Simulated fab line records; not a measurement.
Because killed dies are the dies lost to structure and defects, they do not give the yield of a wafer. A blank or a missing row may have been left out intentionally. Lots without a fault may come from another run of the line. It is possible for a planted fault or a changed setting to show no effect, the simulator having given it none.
fab line records	flow sky130
record lots=12	wafers=36	last-day=50
route steps=708 shown METAL2@486 VIA2@521 METAL3@533 PAD_OPEN@708
lots untouched by any fault: they come from a run of this same line in which no faults occurred
start-h: hours from the record's opening day to when the first of the lot's shown wafers began	wait-h: hours elapsed since this lot's preceding step	" as in the row above	L1.1+2: one row covering several wafers at once	- no value present, or no start provided	* or withheld: withheld	< > ~ a bound
route shown NAME@n: names a module that has steps shown in the file, with the first one's number in the route	usual: average and standard deviation across the fault-free wafers	same: alike in all rows	chamber/n: place in a boat	sites: per-site readings	_std_site: the standard deviation of these	_edge_site: the outer-site mean with the inner-site mean subtracted	radius-mm: how far each site lies from the wafer's centre	mask NAME#n: copy n	behind: tool/chamber where the wafer was last shaped	hold: why the lot was held/for how many hours/how that ended	device: which transistor (n, p or np) failed to switch	end of line: the route-end tests of the same wafers	step lacking rows: just its recipe	killed: dies that structure and defects cost at the first sort, which is not the same as the wafer's yield	map: shows each die of a wafer: x if killed, . if not, _ if none is there
set.NAME: the run value of the setting; set.NAME@STEP: its run value at that earlier step	model.NAME: the simulator's own value behind a step, which no gauge read
route steps across a sampled set of lots; one table per step, one row per wafer
services: a tool's chamber out of use, with start hour (start-h, from the record's first day; less than 0 if before it), hours out, and reason
## steps
# step SKY_METAL2_SPUTTER_03
# recipe material=Ti	target-thk-nm=5	power-w=3000	time-s=3.3	chamber-pressure-pa=0.4
# usual throttle-valve-pct=30.4/1.1
# same time-s=3.3
lot.wafer	tool	chamber	start-h	wait-h	throttle-valve-pct
L476.4	pvd-sputter-04	-	784.22	0.0	30.8
L476.5	"	-	"	"	32.3
L476.6	"	-	"	"	29.8
L477.2	pvd-sputter-01	-	796.92	0.0	30.0
L477.4	"	-	"	"	31.0
L477.6	"	-	"	"	31.3
L478.2	pvd-sputter-04	-	803.79	0.0	32.3
L478.3	"	-	"	"	29.3
L478.4	"	-	"	"	30.3
L482.2	pvd-sputter-02	-	838.82	0.0	31.5
L482.3	"	-	"	"	29.9
L482.6	"	-	"	"	30.1
L483.1	pvd-sputter-01	-	852.33	0.0	30.9
L483.2	"	-	"	"	30.0
L483.3	"	-	"	"	30.7
L484.1	pvd-sputter-01	-	855.90	0.0	31.0
L484.3	"	-	"	"	30.5
L484.6	"	-	"	"	30.8
L485.1	pvd-sputter-02	-	870.59	0.0	30.1
L485.3	"	-	"	"	31.0
L485.6	"	-	"	"	31.3
L487.2	pvd-sputter-01	-	877.32	0.0	30.7
L487.3	"	-	"	"	30.0
L487.5	"	-	"	"	30.2
L486.1	pvd-sputter-02	-	879.60	0.0	28.2
L486.5	"	-	"	"	29.8
L486.6	"	-	"	"	27.8
L488.1	pvd-sputter-04	-	889.14	0.0	32.3
L488.4	"	-	"	"	29.8
L488.6	"	-	"	"	30.7
L490.1	pvd-sputter-04	-	901.07	0.0	32.3
L490.3	"	-	"	"	30.0
L490.6	"	-	"	"	29.6
L494.2	pvd-sputter-04	-	970.33	0.0	29.4
L494.4	"	-	"	"	32.5
L494.6	"	-	"	"	29.9
# step SKY_METAL2_SPUTTER_04
# recipe material=TiN	target-thk-nm=70	power-w=6500	time-s=58.3	chamber-pressure-pa=0.4
# usual throttle-valve-pct=30.4/1.1
# same time-s=58.3
lot.wafer	tool	chamber	start-h	wait-h	throttle-valve-pct
L476.4	pvd-sputter-04	-	784.23	0.0	30.5
L476.5	"	-	"	"	32.5
L476.6	"	-	"	"	29.8
L477.2	pvd-sputter-01	-	796.94	0.0	29.9
L477.4	"	-	"	"	31.0
L477.6	"	-	"	"	31.3
L478.2	pvd-sputter-04	-	803.81	0.0	32.2
L478.3	"	-	"	"	29.6
L478.4	"	-	"	"	30.4
L482.2	pvd-sputter-02	-	838.84	0.0	31.2
L482.3	"	-	"	"	29.7
L482.6	"	-	"	"	30.0
L483.1	pvd-sputter-01	-	852.35	0.0	31.2
L483.2	"	-	"	"	30.1
L483.3	"	-	"	"	30.9
L484.1	pvd-sputter-01	-	855.91	0.0	31.0
L484.3	"	-	"	"	31.0
L484.6	"	-	"	"	31.1
L485.1	pvd-sputter-02	-	870.61	0.0	30.0
L485.3	"	-	"	"	31.4
L485.6	"	-	"	"	31.2
L487.2	pvd-sputter-01	-	877.34	0.0	31.0
L487.3	"	-	"	"	29.9
L487.5	"	-	"	"	30.0
L486.1	pvd-sputter-02	-	879.62	0.0	28.1
L486.5	"	-	"	"	29.8
L486.6	"	-	"	"	28.1
L488.1	pvd-sputter-04	-	889.16	0.0	32.4
L488.4	"	-	"	"	29.8
L488.6	"	-	"	"	30.6
L490.1	pvd-sputter-04	-	901.09	0.0	32.3
L490.3	"	-	"	"	29.6
L490.6	"	-	"	"	29.6
L494.2	pvd-sputter-04	-	970.35	0.0	29.4
L494.4	"	-	"	"	32.4
L494.6	"	-	"	"	29.5
# step SKY_VIA2_ETCH_14
# recipe chemistry=N2/H2	target=BARC	ion-energy-ev=200	source-w=500	bias-w=100	pressure-mtorr=30	n2-flow-sccm=100	h2-flow-sccm=200	stop-on=SiO2	time-s=45.9	target-depth-a=600
# usual drypump-motor-current-A=5.5/0.45	oes-product-au=0.854/0.0051	rf-fwd-power-W=494.7/2.4	throttle-valve-pct=13.225/0.0098
# same time-s=45.9
lot.wafer	tool	chamber	start-h	wait-h	drypump-motor-current-A	oes-product-au	rf-fwd-power-W	rf-hours-counter-h	throttle-valve-pct
L476.4	rie-diel-04	1	838.58	0.0	4.9	0.856	492.1	10	13.241
L476.5	"	2	"	"	5.8	0.852	494.8	-	13.235
L476.6	"	1	"	"	4.9	0.852	491.2	-	13.216
L477.2	rie-diel-04	2	850.28	0.0	5.8	0.854	498.4	4	13.236
L477.4	"	3	"	"	5.2	0.855	498.4	9	13.214
L477.6	"	3	"	"	5.2	0.863	498.9	-	13.231
L478.2	rie-diel-03	1	859.68	0.0	5.8	0.848	496.4	20	13.221
L478.3	"	3	"	"	4.9	0.857	495.1	18	13.225
L478.4	"	2	"	"	5.4	0.843	499.2	17	13.222
L482.2	rie-diel-03	1	892.17	0.0	5.8	0.866	491.9	21	13.233
L482.3	"	3	"	"	4.9	0.854	493.8	19	13.248
L482.6	"	1	"	"	5.8	0.855	493.1	-	13.214
L483.1	rie-diel-04	0	904.72	0.0	5.6	0.846	493.8	5	13.218
L483.2	"	2	"	"	5.8	0.846	495.4	5	13.222
L483.3	"	1	"	"	4.9	0.850	490.7	12	13.230
L484.1	rie-diel-03	0	908.87	0.0	6.0	0.845	494.1	11	13.217
L484.3	"	2	"	"	5.4	0.852	499.8	19	13.227
L484.6	"	3	"	"	4.9	0.861	490.5	-	13.248
L485.1	rie-diel-03	2	922.97	0.0	5.4	0.863	498.1	20	13.225
L485.3	"	1	"	"	5.8	0.846	496.4	21	13.215
L485.6	"	0	"	"	6.0	0.852	495.5	-	13.237
L487.2	rie-diel-04	1	929.47	0.0	4.9	0.857	491.2	13	13.221
L487.3	"	0	"	"	5.6	0.853	489.9	5	13.232
L487.5	"	0	"	"	5.6	0.850	488.8	-	13.227
L486.1	rie-diel-04	1	931.83	0.0	4.9	0.858	492.7	13	13.210
L486.5	"	1	"	"	4.9	0.857	492.6	-	13.243
L486.6	"	2	"	"	5.8	0.861	495.1	-	13.224
L488.1	rie-diel-04	1	941.72	0.0	4.9	0.855	573.1	13	13.217
L488.4	"	0	"	"	5.6	0.852	489.5	-	13.220
L488.6	"	1	"	"	4.9	0.848	572.9	-	13.227
L490.1	rie-diel-01	3	953.52	0.0	5.7	0.865	495.6	8	13.221
L490.3	"	0	"	"	4.9	0.854	493.7	6	13.224
L490.6	"	1	"	"	6.0	0.853	496.5	-	13.231
L494.2	rie-diel-03	0	1019.48	0.0	6.0	0.855	495.0	14	13.222
L494.4	"	3	"	"	4.9	0.854	491.3	24	13.242
L494.6	"	0	"	"	6.0	0.859	492.0	-	13.228
# step SKY_METAL3_SPUTTER_01
# recipe material=TiN	target-thk-nm=20	power-w=6500	time-s=16.7	chamber-pressure-pa=0.4
# usual throttle-valve-pct=30.2/1.1
# same time-s=16.7
lot.wafer	tool	chamber	start-h	wait-h	throttle-valve-pct
L476.4	pvd-sputter-02	-	840.01	0.0	27.9
L476.5	"	-	"	"	29.6
L476.6	"	-	"	"	29.8
L477.2	pvd-sputter-02	-	851.76	0.0	29.6
L477.4	"	-	"	"	31.4
L477.6	"	-	"	"	29.6
L478.2	pvd-sputter-02	-	861.08	0.0	30.9
L478.3	"	-	"	"	28.3
L478.4	"	-	"	"	29.6
L482.2	pvd-sputter-03	-	893.56	0.0	32.0
L482.3	"	-	"	"	31.1
L482.6	"	-	"	"	29.2
L483.1	pvd-sputter-03	-	906.11	0.0	29.5
L483.2	"	-	"	"	28.9
L483.3	"	-	"	"	31.3
L484.1	pvd-sputter-03	-	910.26	0.0	29.4
L484.3	"	-	"	"	31.9
L484.6	"	-	"	"	29.4
L485.1	pvd-sputter-02	-	924.87	0.0	28.1
L485.3	"	-	"	"	31.0
L485.6	"	-	"	"	31.4
L487.2	pvd-sputter-01	-	930.90	0.0	31.0
L487.3	"	-	"	"	30.9
L487.5	"	-	"	"	30.9
L486.1	pvd-sputter-02	-	933.63	0.0	29.7
L486.5	"	-	"	"	29.8
L486.6	"	-	"	"	28.0
L488.1	pvd-sputter-03	-	943.20	0.0	32.2
L488.4	"	-	"	"	29.4
L488.6	"	-	"	"	31.7
L490.1	pvd-sputter-01	-	954.91	0.0	30.7
L490.3	"	-	"	"	31.3
L490.6	"	-	"	"	31.2
L494.2	pvd-sputter-01	-	1021.01	0.0	31.0
L494.4	"	-	"	"	30.0
L494.6	"	-	"	"	30.1
# step SKY_PAD_OPEN_PROBE_99
# usual defect-limited-yield=82.6/1.9	killed_at_M0_to_M3=43/7.3	killed_at_M4_up=3.0/2	killed-at-contacts=24/5.2	killed-at-front-end=15/4.4	killed-at-other=0.2/0.48	killed-dies=86/9.1	killed-open=47/7.3	killed-short=38/6.4	sort_bin_3_pad_short=0.8/0.38	sort_bin_5_function=10.5/1.4	sort_bin_6_memory=6.1/1.1	sort-n-pass=406/9.1	sort-yield-pct=82.6/1.9
# same gross-dies=492	killed-at-back-side=0	sort_bin_4_leakage[%]=0	sort_bin_8_speed[%]=0
lot.wafer	tool	chamber	start-h	wait-h	defect-limited-yield[%]	killed_at_M0_to_M3	killed_at_M4_up	killed-at-contacts	killed-at-front-end	killed-at-other	killed-dies	killed-open	killed-short	sort_bin_3_pad_short[%]	sort_bin_5_function[%]	sort_bin_6_memory[%]	sort-n-pass	sort-yield-pct[%]
L476.4	prober-01	-	1068.74	0.2	82.7	36	9	27	13	0	85	46	39	0.6	12.2	4.5	407	82.7
L476.5	prober-01	-	1068.79	0.2	81.3	56	2	21	13	0	92	40	52	2.0	10.8	5.9	400	81.3
L476.6	prober-01	-	1068.84	0.2	86.4	28	4	26	9	0	67	42	25	1.0	6.5	6.1	425	86.4
L477.2	prober-02	-	1076.66	0.1	81.7	36	2	36	16	0	90	52	35	0.8	10.6	6.9	402	81.7
L477.4	prober-02	-	1076.76	0.2	80.5	50	3	29	12	2	96	61	33	0.8	11.4	7.3	396	80.5
L477.6	prober-02	-	1076.86	0.2	86.2	39	2	20	7	0	68	40	28	0.4	8.3	5.1	424	86.2
L478.2	prober-01	-	1083.89	0.1	82.9	48	3	26	7	0	84	47	37	1.0	10.8	5.3	408	82.9
L478.3	prober-01	-	1083.94	0.2	83.7	48	2	24	6	0	80	42	38	1.0	9.1	6.1	412	83.7
L478.4	prober-01	-	1083.99	0.2	86.8	29	1	24	11	0	65	34	31	0	7.1	6.1	427	86.8
L482.2	prober-01	-	1110.82	0.1	78.7	64	3	30	8	0	105	61	44	1.0	14.0	6.3	387	78.7
L482.3	prober-01	-	1110.87	0.2	81.9	46	3	25	14	1	89	45	44	1.0	11.2	5.9	403	81.9
L482.6	prober-01	-	1111.02	0.2	84.1	45	3	18	12	0	78	50	28	0.4	10.8	4.7	414	84.1
L483.1	prober-02	-	1117.46	0.1	83.9	40	1	25	13	0	79	38	41	0.6	9.6	5.9	413	83.9
L483.2	prober-02	-	1117.51	0.1	83.5	40	2	26	13	0	81	46	35	0.6	10.2	5.7	411	83.5
L483.3	prober-02	-	1117.56	0.2	83.7	29	6	28	16	1	80	43	37	0.6	11.4	4.3	412	83.7
L484.1	prober-01	-	1123.57	0.1	81.7	46	1	26	16	1	90	50	40	0.8	11.4	6.1	402	81.7
L484.3	prober-01	-	1123.67	0.2	83.5	42	1	20	18	0	81	41	39	0.6	10.4	5.5	411	83.5
L484.6	prober-01	-	1123.82	0.2	80.9	46	2	25	21	0	94	45	49	1.0	12.4	5.7	398	80.9
L485.1	prober-02	-	1135.22	0.1	84.6	40	1	22	13	0	76	37	39	1.0	8.7	5.7	416	84.6
L485.3	prober-02	-	1135.32	0.2	82.3	42	3	21	21	0	87	45	42	0.8	10.4	6.5	405	82.3
L485.6	prober-02	-	1135.47	0.2	83.7	40	4	28	8	0	80	40	40	1.2	8.3	6.7	412	83.7
L487.2	prober-01	-	1139.32	0.1	82.5	44	3	16	23	0	86	45	41	0.2	10.6	6.7	406	82.5
L487.3	prober-01	-	1139.37	0.2	83.5	51	1	13	16	0	81	51	30	1.2	9.3	5.9	411	83.5
L487.5	prober-01	-	1139.47	0.2	84.1	33	4	26	15	0	78	39	39	1.0	9.3	5.5	414	84.1
L486.1	prober-02	-	1139.42	0.1	83.7	37	6	18	19	0	80	36	44	1.4	8.5	6.3	412	83.7
L486.5	prober-02	-	1139.62	0.2	81.7	44	6	19	21	0	90	42	48	0.4	11.6	6.3	402	81.7
L486.6	prober-02	-	1139.67	0.2	83.7	54	2	11	13	0	80	37	43	0.8	10.4	5.1	412	83.7
L488.1	prober-01	-	1149.52	0.1	82.7	41	2	27	15	0	85	50	35	1.6	10.2	5.5	407	82.7
L488.4	prober-01	-	1149.67	0.2	82.7	31	4	28	22	0	85	38	47	0.6	10.6	6.1	407	82.7
L488.6	prober-01	-	1149.77	0.2	82.1	50	2	25	11	0	88	41	47	1.4	11.2	5.3	404	82.1
L490.1	prober-01	-	1157.24	0.1	82.1	37	5	34	11	1	88	50	38	0.8	11.4	5.7	404	82.1
L490.3	prober-01	-	1157.34	0.2	82.1	42	3	25	18	0	88	45	43	0.8	9.3	7.7	404	82.1
L490.6	prober-01	-	1157.49	0.2	79.5	43	4	29	24	1	101	47	54	1.6	10.4	8.5	391	79.5
L494.2	prober-01	-	1203.86	0.1	84.3	37	0	34	6	0	77	41	36	0.6	9.8	5.3	415	84.3
L494.4	prober-01	-	1203.96	0.2	85.4	41	3	17	10	1	72	32	40	1.0	10.2	3.5	420	85.4
L494.6	prober-01	-	1204.06	0.2	78.9	50	3	37	14	0	104	49	55	0.8	13.2	7.1	388	78.9
# killed by level:class
L476.4 CONTACT:geometric-particle:open=9 VIA3:geometric-particle:open=9 VIA2:geometric-particle:open=7 METAL4:geometric-particle:short=7 LI_CONTACT:geometric-particle:open=5 LOCAL_INTERCONNECT:geometric-particle:short=5 VIA1:geometric-particle:short=5 FIELD_ISO:geometric-particle:open=4
L476.5 VIA1:geometric-particle:open=10 VIA1:geometric-particle:short=8 FIELD_ISO:geometric-particle:short=7 METAL1:geometric-particle:short=7 METAL2:geometric-particle:short=7 VIA2:geometric-particle:open=7 VIA3:geometric-particle:open=7 CONTACT:geometric-particle:short=6
L476.6 CONTACT:geometric-particle:open=9 LI_CONTACT:geometric-particle:open=6 VIA1:geometric-particle:open=5 METAL2:geometric-particle:short=5 VIA3:geometric-particle:open=5 CONTACT:geometric-particle:short=4 VIA2:geometric-particle:open=4 FIELD_ISO:geometric-particle:open=3
L477.2 LI_CONTACT:geometric-particle:open=16 CONTACT:geometric-particle:open=10 VIA1:geometric-particle:open=7 VIA3:geometric-particle:open=7 FIELD_ISO:geometric-particle:short=4 FIELD_ISO:geometric-particle:open=4 LOCAL_INTERCONNECT:geometric-particle:short=4 VIA1:geometric-particle:short=4
L477.4 VIA1:geometric-particle:open=14 LI_CONTACT:geometric-particle:open=12 VIA3:geometric-particle:open=10 CONTACT:geometric-particle:open=7 VIA2:geometric-particle:open=7 FIELD_ISO:geometric-particle:open=5 VIA3:geometric-particle:short=5 LI_CONTACT:geometric-particle:short=4
L477.6 CONTACT:geometric-particle:open=10 VIA1:geometric-particle:open=10 VIA2:geometric-particle:open=8 LI_CONTACT:geometric-particle:open=5 VIA1:geometric-particle:short=5 METAL2:geometric-particle:short=5 VIA2:geometric-particle:short=4 CONTACT:geometric-particle:short=3
L478.2 VIA1:geometric-particle:open=12 CONTACT:geometric-particle:open=7 LI_CONTACT:geometric-particle:open=7 VIA2:geometric-particle:open=7 METAL1:geometric-particle:short=6 CONTACT:geometric-particle:short=5 VIA3:geometric-particle:short=5 METAL2:geometric-particle:short=5
L478.3 VIA1:geometric-particle:open=12 VIA3:geometric-particle:open=8 VIA1:geometric-particle:short=7 LOCAL_INTERCONNECT:geometric-particle:short=6 METAL1:geometric-particle:short=6 VIA2:geometric-particle:open=6 LI_CONTACT:geometric-particle:short=5 CONTACT:geometric-particle:open=5
L478.4 CONTACT:geometric-particle:open=11 LI_CONTACT:geometric-particle:open=6 VIA1:geometric-particle:open=5 METAL1:geometric-particle:short=4 METAL3:geometric-particle:short=4 FIELD_ISO:geometric-particle:open=3 FIELD_ISO:geometric-particle:short=3 LI_CONTACT:geometric-particle:short=3
L482.2 VIA1:geometric-particle:open=18 LI_CONTACT:geometric-particle:open=13 VIA1:geometric-particle:short=11 VIA2:geometric-particle:open=10 METAL1:geometric-particle:short=6 VIA2:geometric-particle:short=6 LOCAL_INTERCONNECT:geometric-particle:short=5 CONTACT:geometric-particle:open=5
L482.3 LOCAL_INTERCONNECT:geometric-particle:short=7 CONTACT:geometric-particle:open=7 METAL1:geometric-particle:short=7 VIA1:geometric-particle:open=7 FIELD_ISO:geometric-particle:open=6 VIA2:geometric-particle:open=6 VIA1:geometric-particle:short=5 VIA3:geometric-particle:open=5
L482.6 VIA1:geometric-particle:open=13 VIA3:geometric-particle:open=10 CONTACT:geometric-particle:open=8 VIA2:geometric-particle:open=6 POLY_GATE:geometric-particle:short=5 FIELD_ISO:geometric-particle:open=4 LI_CONTACT:geometric-particle:open=4 METAL1:geometric-particle:short=4
L483.1 VIA3:geometric-particle:open=8 METAL2:geometric-particle:short=7 LI_CONTACT:geometric-particle:short=6 LI_CONTACT:geometric-particle:open=6 METAL1:geometric-particle:short=6 VIA1:geometric-particle:open=5 POLY_GATE:geometric-particle:short=4 LOCAL_INTERCONNECT:geometric-particle:short=4
L483.2 CONTACT:geometric-particle:open=9 VIA1:geometric-particle:open=9 LI_CONTACT:geometric-particle:open=8 METAL2:geometric-particle:short=6 VIA3:geometric-particle:open=6 VIA2:geometric-particle:open=6 METAL1:geometric-particle:short=4 SPACER:geometric-particle:short=4
L483.3 LI_CONTACT:geometric-particle:open=10 CONTACT:geometric-particle:open=8 METAL1:geometric-particle:short=6 POLY_GATE:geometric-particle:open=5 CONTACT:geometric-particle:short=5 METAL2:geometric-particle:short=5 VIA1:geometric-particle:open=4 VIA2:geometric-particle:open=4
L484.1 VIA1:geometric-particle:open=14 CONTACT:geometric-particle:open=8 CONTACT:geometric-particle:short=7 VIA2:geometric-particle:short=7 LI_CONTACT:geometric-particle:open=6 VIA3:geometric-particle:open=6 VIA2:geometric-particle:open=5 FIELD_ISO:geometric-particle:short=4
L484.3 METAL2:geometric-particle:short=11 VIA1:geometric-particle:open=9 CONTACT:geometric-particle:open=8 FIELD_ISO:geometric-particle:open=6 FIELD_ISO:geometric-particle:short=5 VIA2:geometric-particle:open=5 LOCAL_INTERCONNECT:geometric-particle:short=4 VIA3:geometric-particle:short=4
L484.6 CONTACT:geometric-particle:open=13 VIA1:geometric-particle:open=8 VIA1:geometric-particle:short=8 VIA2:geometric-particle:short=6 VIA3:geometric-particle:open=6 FIELD_ISO:geometric-particle:short=5 POLY_GATE:geometric-particle:short=5 METAL1:geometric-particle:short=5
L485.1 CONTACT:geometric-particle:open=10 VIA1:geometric-particle:short=9 VIA3:geometric-particle:open=8 VIA1:geometric-particle:open=7 VIA2:geometric-particle:open=5 FIELD_ISO:geometric-particle:short=4 CONTACT:geometric-particle:short=4 LOCAL_INTERCONNECT:geometric-particle:short=3
L485.3 VIA1:geometric-particle:open=8 VIA2:geometric-particle:open=8 LI_CONTACT:geometric-particle:open=7 METAL1:geometric-particle:short=7 CONTACT:geometric-particle:open=6 FIELD_ISO:geometric-particle:open=5 METAL2:geometric-particle:short=5 SPACER:geometric-particle:open=5
L485.6 VIA1:geometric-particle:open=9 CONTACT:geometric-particle:short=7 CONTACT:geometric-particle:open=7 LI_CONTACT:geometric-particle:open=6 LOCAL_INTERCONNECT:geometric-particle:short=6 VIA3:geometric-particle:open=6 VIA1:geometric-particle:short=5 METAL2:geometric-particle:short=3
L487.2 VIA1:geometric-particle:open=14 SPACER:geometric-particle:short=7 LI_CONTACT:geometric-particle:open=6 POLY_GATE:geometric-particle:short=5 VIA1:geometric-particle:short=5 VIA2:geometric-particle:open=5 VIA3:geometric-particle:open=5 FIELD_ISO:geometric-particle:open=4
L487.3 VIA1:geometric-particle:open=17 METAL2:geometric-particle:short=8 FIELD_ISO:geometric-particle:open=7 VIA3:geometric-particle:open=7 LI_CONTACT:geometric-particle:open=5 VIA2:geometric-particle:open=5 METAL1:geometric-particle:short=5 POLY_GATE:geometric-particle:short=3
L486.1 VIA1:geometric-particle:open=8 FIELD_ISO:geometric-particle:short=6 POLY_GATE:geometric-particle:open=5 CONTACT:geometric-particle:open=5 METAL2:geometric-particle:short=5 FIELD_ISO:geometric-particle:open=4 LI_CONTACT:geometric-particle:short=4 LOCAL_INTERCONNECT:geometric-particle:short=4
L487.5 VIA1:geometric-particle:open=10 CONTACT:geometric-particle:open=8 METAL2:geometric-particle:short=7 CONTACT:geometric-particle:short=6 VIA1:geometric-particle:short=6 FIELD_ISO:geometric-particle:open=5 LI_CONTACT:geometric-particle:open=5 LOCAL_INTERCONNECT:geometric-particle:short=4
L486.5 METAL2:geometric-particle:short=10 VIA1:geometric-particle:open=10 CONTACT:geometric-particle:open=6 METAL1:geometric-particle:short=6 FIELD_ISO:geometric-particle:open=5 POLY_GATE:geometric-particle:short=5 LOCAL_INTERCONNECT:geometric-particle:short=5 CONTACT:geometric-particle:short=5
L486.6 VIA1:geometric-particle:open=10 METAL1:geometric-particle:short=8 METAL2:geometric-particle:short=8 VIA2:geometric-particle:open=6 VIA3:geometric-particle:short=5 FIELD_ISO:geometric-particle:open=4 FIELD_ISO:geometric-particle:short=4 VIA2:geometric-particle:short=4
L488.1 VIA1:geometric-particle:open=14 CONTACT:geometric-particle:open=12 METAL1:geometric-particle:short=7 CONTACT:geometric-particle:short=5 FIELD_ISO:geometric-particle:open=4 VIA3:geometric-particle:open=4 POLY_GATE:geometric-particle:open=4 LI_CONTACT:geometric-particle:open=4
L488.4 CONTACT:geometric-particle:open=9 FIELD_ISO:geometric-particle:short=8 LOCAL_INTERCONNECT:geometric-particle:short=7 CONTACT:geometric-particle:short=6 METAL2:geometric-particle:short=6 FIELD_ISO:geometric-particle:open=5 POLY_GATE:geometric-particle:open=5 VIA1:geometric-particle:open=5
L488.6 VIA1:geometric-particle:open=9 CONTACT:geometric-particle:open=8 VIA2:geometric-particle:open=8 VIA3:geometric-particle:open=7 CONTACT:geometric-particle:short=5 LOCAL_INTERCONNECT:geometric-particle:short=5 METAL1:geometric-particle:short=5 FIELD_ISO:geometric-particle:short=4
L490.1 CONTACT:geometric-particle:open=15 VIA2:geometric-particle:open=9 LI_CONTACT:geometric-particle:open=6 CONTACT:geometric-particle:short=6 VIA1:geometric-particle:open=6 VIA3:geometric-particle:short=5 POLY_GATE:geometric-particle:short=4 LOCAL_INTERCONNECT:geometric-particle:short=4
L490.3 VIA1:geometric-particle:open=11 VIA3:geometric-particle:open=9 CONTACT:geometric-particle:open=9 POLY_GATE:geometric-particle:short=6 VIA2:geometric-particle:open=6 FIELD_ISO:geometric-particle:short=5 LI_CONTACT:geometric-particle:open=5 LOCAL_INTERCONNECT:geometric-particle:short=4
L490.6 VIA1:geometric-particle:short=10 CONTACT:geometric-particle:open=8 FIELD_ISO:geometric-particle:open=7 LI_CONTACT:geometric-particle:open=7 FIELD_ISO:geometric-particle:short=6 LI_CONTACT:geometric-particle:short=6 VIA3:geometric-particle:open=5 METAL1:geometric-particle:short=5
L494.2 VIA1:geometric-particle:open=10 LI_CONTACT:geometric-particle:open=9 CONTACT:geometric-particle:short=9 CONTACT:geometric-particle:open=8 VIA3:geometric-particle:open=6 LI_CONTACT:geometric-particle:short=5 METAL1:geometric-particle:short=4 VIA1:geometric-particle:short=4
L494.4 VIA3:geometric-particle:open=10 LI_CONTACT:geometric-particle:open=9 METAL1:geometric-particle:short=7 VIA1:geometric-particle:short=7 VIA2:geometric-particle:open=4 FIELD_ISO:geometric-particle:short=3 CONTACT:geometric-particle:open=3 VIA1:geometric-particle:open=3
L494.6 LI_CONTACT:geometric-particle:open=9 CONTACT:geometric-particle:short=9 VIA1:geometric-particle:open=8 CONTACT:geometric-particle:open=8 LI_CONTACT:geometric-particle:short=7 VIA1:geometric-particle:short=7 METAL1:geometric-particle:short=7 METAL2:geometric-particle:short=7
## services
tool	chamber	start-h	hours	kind
rie-diel-01	-	763.25	1.8	repair
rie-diel-03	1	789.97	7.9	repair
pvd-sputter-02	-	807.03	6.9	repair
rie-diel-03	0	814.49	3.9	repair
rie-diel-03	0	836.57	2.6	repair
pvd-sputter-03	-	839.46	1.6	repair
pvd-sputter-04	-	847.50	3.9	repair
pvd-sputter-04	-	849.71	3.3	repair
rie-diel-04	3	857.93	5.8	repair
pvd-sputter-04	-	869.93	10.5	repair
rie-diel-04	-	885.17	0.2	repair
rie-diel-03	1	885.18	3.6	repair
rie-diel-03	1	894.59	16.8	repair
pvd-sputter-02	-	917.59	2.4	repair
rie-diel-04	0	921.37	3.0	repair
rie-diel-04	2	925.24	4.4	repair
pvd-sputter-04	-	929.95	3.3	repair
pvd-sputter-01	-	932.81	21.8	repair
rie-diel-04	2	935.78	6.1	repair
pvd-sputter-01	-	939.83	9.2	repair
rie-diel-04	3	944.63	1.8	repair
rie-diel-03	0	956.95	21.9	repair
rie-diel-03	0	998.09	6.0	repair
pvd-sputter-02	-	1020.58	1.4	repair
## key
first-sign step=SKY_VIA2_ETCH_14	reading=rf-fwd-power-W	direction=up	sigmas=32	usual=494.7	struck=573.0
effect none on later readings
met-at SKY_VIA2_ETCH_14
struck-lots L488
struck-wafers L488.1,L488.6
not-acting-at SKY_METAL2_SPUTTER_03,SKY_METAL2_SPUTTER_04,SKY_METAL3_SPUTTER_01
onset-between 931.83 941.72
fault kind=process-parameter-drift	tool=rie-diel-04	chamber=1	onset-h=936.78	steps=SKY_VIA2_ETCH_14	channel=source-w	offset=80	shape=step	end-h=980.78	acts-in=these-recipes-only	stated=500
